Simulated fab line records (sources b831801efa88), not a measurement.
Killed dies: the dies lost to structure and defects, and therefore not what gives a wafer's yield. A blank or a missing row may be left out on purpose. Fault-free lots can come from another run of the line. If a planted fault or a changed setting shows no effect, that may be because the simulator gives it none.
The tool behind it: which one? -- flow sky130 -- 24 lots, 72 wafers sampled, at 5 steps of a route of 708

WHAT THE GAUGES READ, wafer by wafer
SKY_SONOS_ONO_CD_MEAS_13: the cd target is 410 nm. Usual: cd nm 410.3 nm, standard deviation 1.9.
lot,measured,on,cd nm (nm),flag
L075,day 13 03:24,cd sem-02,413.3 414.5 411.2,
L074,day 13 04:13,cd sem-02,413.6 410.9 411.0,
L076,day 13 09:21,cd sem-02,411.2 409.4 410.7,
L077,day 13 09:28,cd sem-01,411.2 409.9 409.0,
L078,day 13 17:02,cd sem-02,410.0 411.4 407.9,
L079,day 14 03:33,cd sem-02,412.9 413.4 413.4,
L080,day 14 17:16,cd sem-01,408.9 409.1 409.5,
L081,day 15 03:05,cd sem-02,407.2 408.7 406.9,
L082,day 15 17:12,cd sem-02,411.1 413.0 412.6,
L084,day 16 04:51,cd sem-02,411.2 413.4 410.0,
L083,day 16 04:56,cd sem-01,408.7 410.1 407.8,
L085,day 16 16:53,cd sem-01,409.6 407.2 411.6,
L086,day 17 00:30,cd sem-02,411.4 409.2 411.5,
L087,day 17 10:08,cd sem-01,410.4 412.0 411.8,
L088,day 17 15:14,cd sem-01,407.6 409.3 407.9,
L089,day 17 15:43,cd sem-02,407.9 411.3 410.1,
L090,day 18 03:47,cd sem-02,409.1 410.3 411.9,
L091,day 18 07:30,cd sem-02,407.6 410.4 409.3,
L092,day 18 18:51,cd sem-02,409.4 409.1 412.3,
L093,day 19 05:29,cd sem-01,412.4 412.6 412.1,
L094,day 19 11:04,cd sem-01,410.9 410.9 411.0,
L095,day 19 12:52,cd sem-02,410.1 409.7 407.8,
L096,day 20 07:11,cd sem-01,408.9 410.6 409.5,
L097,day 20 11:32,cd sem-02,411.6 411.0 410.2,

SKY_CAP2M_RS_MEAS_03: a four-point-probe measurement. Usual: for CAP2M_TIN_RS the level is 6.90 ohm/sq and the standard deviation is 0.074.
lot,measured,on,CAP2M_TIN_RS (ohm/sq),flag
L075,day 40 04:24,film metro-03,6.91 6.90 6.89,
L074,day 40 06:32,film metro-04,6.90 6.93 6.97,
L076,day 40 10:35,film metro-02,7.04 6.90 6.91,
L077,day 40 11:16,film metro-02,6.90 6.84 6.87,
L078,day 40 16:20,film metro-02,6.85 6.91 6.93,
L079,day 41 03:11,film metro-03,6.86 6.82 6.83,
L080,day 41 14:05,film metro-02,6.90 6.90 6.89,
L081,day 41 23:53,film metro-03,6.92 6.97 6.94,
L082,day 42 11:30,film metro-03,6.97 6.96 6.90,
L084,day 42 18:48,film metro-02,6.96 7.02 6.96,
L083,day 43 00:11,film metro-04,6.87 6.94 6.86,
L085,day 43 02:39,film metro-04,6.88 6.90 6.92,
L086,day 43 11:39,film metro-02,6.77 6.83 6.79,
L087,day 43 17:29,film metro-02,6.98 6.98 6.97,
L088,day 43 21:11,film metro-02,6.91 6.89 6.98,
L089,day 43 23:45,film metro-03,6.80 6.84 6.83,
L090,day 44 17:11,film metro-03,6.88 7.06 7.00,
L091,day 44 18:33,film metro-04,6.96 6.93 6.92,
L092,day 44 19:09,film metro-02,6.80 6.85 6.90,
L093,day 45 03:01,film metro-03,6.83 6.82 6.79,
L094,day 45 05:09,film metro-03,6.95 6.95 6.98,
L095,day 45 12:50,film metro-04,6.87 6.78 6.81,
L096,day 45 22:31,film metro-04,7.07 7.05 7.12,
L097,day 46 02:07,film metro-02,6.81 6.87 6.79,

EACH LOT AND THE TOOL THAT RAN IT (in order: tool; ch and the chambers of the sampled wafers; start)
lot,SKY_RES_XHIGH_STRIP_08,SKY_VIA1_CMP_24,SKY_VIA2_CMP_02
L075,"plasma asher-01 ch 0,1, day 27 04:01","cmp-02 ch 0,3, day 34 15:11","cmp-01 ch 0,1,3, day 35 18:58"
L074,"plasma asher-03 ch 0,1, day 27 07:19","cmp-01 ch 0,1, day 34 17:21","cmp-02 ch 1,2, day 35 21:07"
L076,"plasma asher-03 ch 0, day 27 12:20","cmp-02 ch 1,2, day 34 22:56","cmp-01 ch 0,1,2, day 36 02:05"
L077,"plasma asher-03 ch 0,1, day 27 13:36","cmp-02 ch 0,1,3, day 35 00:08","cmp-02 ch 0,1, day 36 03:35"
L078,"plasma asher-03 ch 0,1, day 27 20:24","cmp-01 ch 2,3, day 35 05:25","cmp-02 ch 1,3, day 36 08:42"
L079,"plasma asher-01 ch 0,1, day 28 08:50","cmp-02 ch 0,1,2, day 35 15:09","cmp-02 ch 0,3, day 36 18:32"
L080,"plasma asher-04 ch 0,1, day 28 22:07","cmp-02 ch 0,1,3, day 36 04:26","cmp-02 ch 0,2,3, day 37 07:22"
L081,"plasma asher-03 ch 0,1, day 29 09:54","cmp-02 ch 2,3, day 36 14:31","cmp-02 ch 0,1,3, day 37 17:41"
L082,"plasma asher-01 ch 0,1, day 29 23:03","cmp-02 ch 1,2, day 37 00:53","cmp-02 ch 0,3, day 38 03:18"
L084,"plasma asher-03 ch 0,1, day 30 11:15","cmp-02 ch 0,2,3, day 37 12:51","cmp-01 ch 0,2, day 38 15:11"
L083,"plasma asher-03 ch 0,1, day 30 16:52","cmp-02 ch 0,2, day 37 18:58","cmp-02 ch 1,2, day 38 21:40"
L085,"plasma asher-04 ch 0,1, day 30 22:27","cmp-01 ch 0,1,3, day 37 21:35","cmp-01 ch 0,1,2, day 39 00:28"
L086,"plasma asher-01 ch 0,1, day 31 04:46","cmp-01 ch 0,1,3, day 38 04:08","cmp-02 ch 0,2, day 39 06:47"
L087,"plasma asher-03 ch 0,1, day 31 16:22","cmp-01 ch 0,1,3, day 38 14:18","cmp-02 ch 0,1,2, day 39 15:16"
L088,"plasma asher-04 ch 0,1, day 31 21:45","cmp-02 ch 0,2,3, day 38 19:42","cmp-01 ch 0,1,3, day 39 21:13"
L089,"plasma asher-01 ch 0,1, day 31 22:50","cmp-01 ch 0,2,3, day 38 21:20","cmp-01 ch 0,1,2, day 39 22:45"
L090,"plasma asher-01 ch 0,1, day 32 10:48","cmp-02 ch 1,2, day 39 07:36","cmp-02 ch 0,1, day 40 09:13"
L091,"plasma asher-01 ch 0,1, day 32 16:03","cmp-02 ch 1,2, day 39 11:29","cmp-02 ch 0,1,3, day 40 12:58"
L092,"plasma asher-04 ch 0, day 32 21:20","cmp-01 ch 0,2,3, day 39 14:37","cmp-01 ch 0,2, day 40 16:06"
L093,"plasma asher-04 ch 0,1, day 33 09:09","cmp-01 ch 0,1, day 40 01:13","cmp-02 ch 2,3, day 41 02:57"
L094,"plasma asher-04 ch 0,1, day 33 11:45","cmp-02 ch 0,1,3, day 40 02:47","cmp-02 ch 0,2, day 41 04:17"
L095,"plasma asher-04 ch 1, day 33 15:42","cmp-01 ch 0,1, day 40 09:14","cmp-01 ch 1,2,3, day 41 11:15"
L096,"plasma asher-03 ch 0,1, day 34 06:51","cmp-02 ch 0,1,2, day 40 21:21","cmp-01 ch 0,2,3, day 41 22:48"
L097,"plasma asher-04 ch 0,1, day 34 10:10","cmp-01 ch 0,2,3, day 41 01:35","cmp-02 ch 0,2,3, day 42 02:55"
- SKY_RES_XHIGH_STRIP_08: strips in O2/N2.
- SKY_VIA1_CMP_24: polishes, stops on SiO2, t overpolish 15 s, target thk 0 nm.
- SKY_VIA2_CMP_02: polishes SiO2.

AS READ BY THE TOOLS THEMSELVES (means over the sampled wafers that have a number; for cases with no such wafer, the mark the record gives instead)
SKY_RES_XHIGH_STRIP_08. Usual: drypump motor current A 5.3 A, standard deviation 0.32; oes product au 0.711 a.u., standard deviation 0.0045; strip time to endpoint s 14.27 s, standard deviation 0.045.
lot,tool,drypump motor current A (A),oes product au (a.u.),strip time to endpoint s (s),flag
L075,plasma asher-01,5.5,0.708,14.26,
L074,plasma asher-03,5.2,0.714,14.23,
L076,plasma asher-03,5.2,0.711,14.25,
L077,plasma asher-03,5.3,0.710,14.27,
L078,plasma asher-03,5.2,0.713,14.24,
L079,plasma asher-01,5.5,0.709,14.22,
L080,plasma asher-04,5.5,0.709,14.24,
L081,plasma asher-03,5.2,0.709,14.31,
L082,plasma asher-01,5.1,0.710,14.25,
L084,plasma asher-03,5.2,0.711,14.18,
L083,plasma asher-03,5.2,0.711,14.30,
L085,plasma asher-04,5.4,0.716,14.24,
L086,plasma asher-01,5.1,0.712,14.32,
L087,plasma asher-03,5.3,0.711,14.29,
L088,plasma asher-04,5.4,0.711,14.25,
L089,plasma asher-01,5.1,0.711,14.28,
L090,plasma asher-01,5.5,0.712,14.36,
L091,plasma asher-01,5.1,0.715,14.32,
L092,plasma asher-04,5.5,0.713,14.26,
L093,plasma asher-04,5.4,0.712,14.32,
L094,plasma asher-04,5.4,0.716,14.30,
L095,plasma asher-04,5.3,0.710,14.29,
L096,plasma asher-03,5.2,0.708,14.23,
L097,plasma asher-04,5.5,0.709,14.21,

SKY_VIA1_CMP_24. Usual: motor current A 11.3 A, standard deviation 1.3; overpolish run s 15.000 s, standard deviation 0.0096; slurry filter dp kPa 13.50 kPa, standard deviation 0.14; time to endpoint s 63.9 s, standard deviation 2.8.
lot,tool,motor current A (A),overpolish run s (s),slurry filter dp kPa (kPa),time to endpoint s (s),flag
L075,cmp-02,10.9,15.004,13.49,65.1,
L074,cmp-01,11.0,15.003,13.49,61.9,
L076,cmp-02,12.6,14.996,13.45,65.8,
L077,cmp-02,11.5,14.997,13.40,66.5,
L078,cmp-01,10.8,14.995,13.46,66.0,
L079,cmp-02,11.3,14.985,13.54,63.4,
L080,cmp-02,11.7,14.986,13.39,63.4,
L081,cmp-02,10.2,15.001,13.56,66.5,
L082,cmp-02,11.4,14.998,13.44,62.2,
L084,cmp-02,10.7,14.999,13.46,65.7,
L083,cmp-02,10.2,15.001,13.44,65.0,
L085,cmp-01,11.0,15.001,13.44,62.7,
L086,cmp-01,11.1,14.998,13.58,62.1,
L087,cmp-01,10.9,14.999,13.56,60.6,
L088,cmp-02,10.5,15.009,13.51,63.7,
L089,cmp-01,11.5,14.998,13.58,63.4,
L090,cmp-02,12.6,15.004,13.64,64.9,
L091,cmp-02,11.2,15.002,13.35,64.0,
L092,cmp-01,11.6,14.997,13.58,61.5,
L093,cmp-01,10.8,15.003,13.58,60.2,
L094,cmp-02,11.8,15.010,13.53,65.5,
L095,cmp-01,11.2,14.995,13.50,60.2,
L096,cmp-02,11.8,15.012,13.51,65.3,
L097,cmp-01,11.3,14.996,13.48,63.4,

SKY_VIA2_CMP_02. Usual: motor current A 12.5 A, standard deviation 1.4; slurry filter dp kPa 13.52 kPa, standard deviation 0.14.
lot,tool,motor current A (A),slurry filter dp kPa (kPa),flag
L075,cmp-01,12.2,13.52,
L074,cmp-02,12.2,13.65,
L076,cmp-01,12.8,13.40,
L077,cmp-02,13.0,13.53,
L078,cmp-02,12.4,13.52,
L079,cmp-02,11.5,13.58,
L080,cmp-02,11.7,13.38,
L081,cmp-02,12.6,13.61,
L082,cmp-02,11.6,13.47,
L084,cmp-01,13.3,13.48,
L083,cmp-02,13.9,13.59,
L085,cmp-01,12.7,13.44,
L086,cmp-02,11.7,13.63,
L087,cmp-02,12.8,13.48,
L088,cmp-01,12.2,13.50,
L089,cmp-01,12.6,13.58,
L090,cmp-02,12.8,13.51,
L091,cmp-02,12.7,13.48,
L092,cmp-01,12.9,13.45,
L093,cmp-02,11.3,13.53,
L094,cmp-02,11.7,13.39,
L095,cmp-01,12.3,13.60,
L096,cmp-01,12.4,13.47,
L097,cmp-02,11.7,13.50,

THE ANSWER, worked out from the rows above alone
Rule: a lot counts as off when the mean over its wafers that have a number is more than 3 standard deviations away from the usual mean. A lot without any number at a reading at which 4 lots or more have one is off too. The other lots that the step has rows for count as sound. After the gauges, taken in route order, come the tools' own readings; for these a lot's mean is taken, as printed above. The first step at which some lot is off is used, and at that step the reading that is off furthest; a lot without a number counts as furthest.
Nothing can be told from this: no lot is off at any reading shown.

WHAT WAS PUT IN BY THE SIMULATOR
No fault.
